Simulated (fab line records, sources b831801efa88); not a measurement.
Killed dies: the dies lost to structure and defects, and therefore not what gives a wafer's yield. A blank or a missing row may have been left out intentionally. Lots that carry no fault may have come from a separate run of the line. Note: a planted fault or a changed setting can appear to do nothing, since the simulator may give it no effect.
2 desks looking at one fault    flow gf180mcu    what lay behind the numbers comes last; until then each desk has only its own

== AT THE TOOL OWNER'S DESK: pecvd-03 ==
The tool's own readings at GF_V2_CVD_02 (deposits SiO2 from TEOS, target thk 850 nm, time 94.851 s): means of the sampled wafers that have a number, for each lot that ran on this tool. A lot is out of limits, marked OUT, if its mean lies more than 4 standard deviations from the usual mean; the brackets give that distance.
Columns: A = heater power w at GF_V2_CVD_02, usual 661 W; B = susceptor temp C at GF_V2_CVD_02, usual 400.01 C
lot   first seen here  A    B
L217  day 19 14:53     630  400.07
L220  day 20 18:43     629  400.00
L221  day 21 05:27     623  399.98
L226  day 23 07:25     594  399.89
L229  day 24 04:27     476  400.02
Result from this desk: across the 5 lots, nothing is out of limits.

== THE METROLOGY DESK ==
Means of the sampled wafers that have a number, per lot and without regard to the tool the lot ran on: this is what the gauges read. A lot is out of limits, marked OUT, if its mean lies more than 4 standard deviations from the usual mean; the brackets give that distance.
Columns: A = V1_W_RS at GF_V1_RS_MEAS_24, usual 0.327 ohm/sq; B = V2_CVD_02_THK at GF_V2_THK_MEAS_03, usual 852 nm
lot   first seen here  A      B
L217  day 18 13:06     0.327  851
L218  day 18 20:16     0.329  849
L219  day 19 09:35     0.326  852
L220  day 19 16:59     0.329  845
L221  day 20 03:57     0.325  855
L226  day 22 06:17     0.322  1002 (+14) OUT
L229  day 23 03:56     0.326  955 (+9.3) OUT
L231  day 23 18:26     0.330  858
L232  day 24 00:23     0.331  847
L234  day 24 18:23     0.326  863
L236  day 25 05:58     0.327  856
L237  day 25 14:12     0.326  860
This desk's result: L226, L229 out of limits, first on L226 (V2_CVD_02_THK at GF_V2_THK_MEAS_03), day 23 07:29. L217, L218, L219, L220, L221, L231, L232, L234, L236, L237: within limits.

== TAKEN TOGETHER ==
L226, L229 would have let the metrology desk raise an alarm at day 23 07:29.
The tool owner's desk saw nothing out of limits.
On record at the tool owner's desk: L226, L229, within its limits.
GF_V2_CVD_02 was run on pecvd-03 by each of the lots named.

== WHAT THE SIMULATOR PUT IN ==
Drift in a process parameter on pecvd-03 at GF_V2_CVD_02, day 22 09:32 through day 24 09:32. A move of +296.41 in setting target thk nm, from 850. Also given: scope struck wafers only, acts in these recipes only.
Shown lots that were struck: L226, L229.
Delay in hours, fault start to first out-of-limits reading, per desk: metrology desk 22.
